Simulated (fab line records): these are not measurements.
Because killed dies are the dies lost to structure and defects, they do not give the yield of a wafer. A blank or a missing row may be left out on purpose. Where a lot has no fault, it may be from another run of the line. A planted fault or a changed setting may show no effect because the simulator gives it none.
Chamber matching | flow gf180mcu | GF_V2_CMP_04 on cmp-01: 4 sister chambers
The step polishes SiO2. 7 wafers are shown with their chamber, then 9 later ones without.

== EACH WAFER AND ITS CHAMBER ==
wafer  | chamber | motor-current-A (A) | time-to-endpoint-s (s)
L266.1 | 0       | 13.5                | 74
L269.5 | 2       | 11.7                | 98
L270.4 | 3       | 11.9                | 87
L270.6 | 1       | 11.6                | 89
L271.1 | 2       | 11.3                | 85
L271.4 | 3       | 11.8                | 85
L271.6 | 1       | 11.7                | 82

== WAFERS WITHOUT THEIR CHAMBER ==
wafer  | motor-current-A (A) | time-to-endpoint-s (s)
L278.2 | 10.9                | 78
L278.5 | 11.2                | 89
L278.6 | 12.0                | 82
L280.1 | 11.8                | 82
L280.3 | 11.1                | 86
L280.4 | 14.5                | 88
L281.1 | 11.1                | 90
L281.3 | 13.6                | 81
L281.6 | 11.4                | 89

== EACH ONE'S CHAMBER ==
wafer  | from the rows above          | in truth
L278.2 | can't be placed: 2 or 1 or 3 | 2
L278.5 | can't be placed: 2 or 1      | 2
L278.6 | can't be placed: 3 or 1      | 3
L280.1 | can't be placed: 3 or 1 or 2 | 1
L280.3 | can't be placed: 2 or 1 or 3 | 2
L280.4 | 0                            | 0
L281.1 | can't be placed: 2 or 1      | 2
L281.3 | 0                            | 0
L281.6 | can't be placed: 2 or 1 or 3 | 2
Correctly placed: 2 of 9. Unplaceable from these rows: 7, with the true chamber sitting among the candidates in 7. Wrongly placed: 0.
How it was worked out, from the rows above alone: a wafer's distance from a chamber is the root of the sum, over the readings, of the square of ((its reading less the chamber's mean) divided by the reading's scatter). If the next closest chamber is less than 2 further off than the closest, the wafer can't be placed; otherwise it belongs to the closest. For every chamber, the mean is computed from those of its wafers that are shown. How the scatter is found: for the shown wafers, subtract from each reading the mean of its chamber, square and add these, divide the total by (wafers less chambers), then take the root.
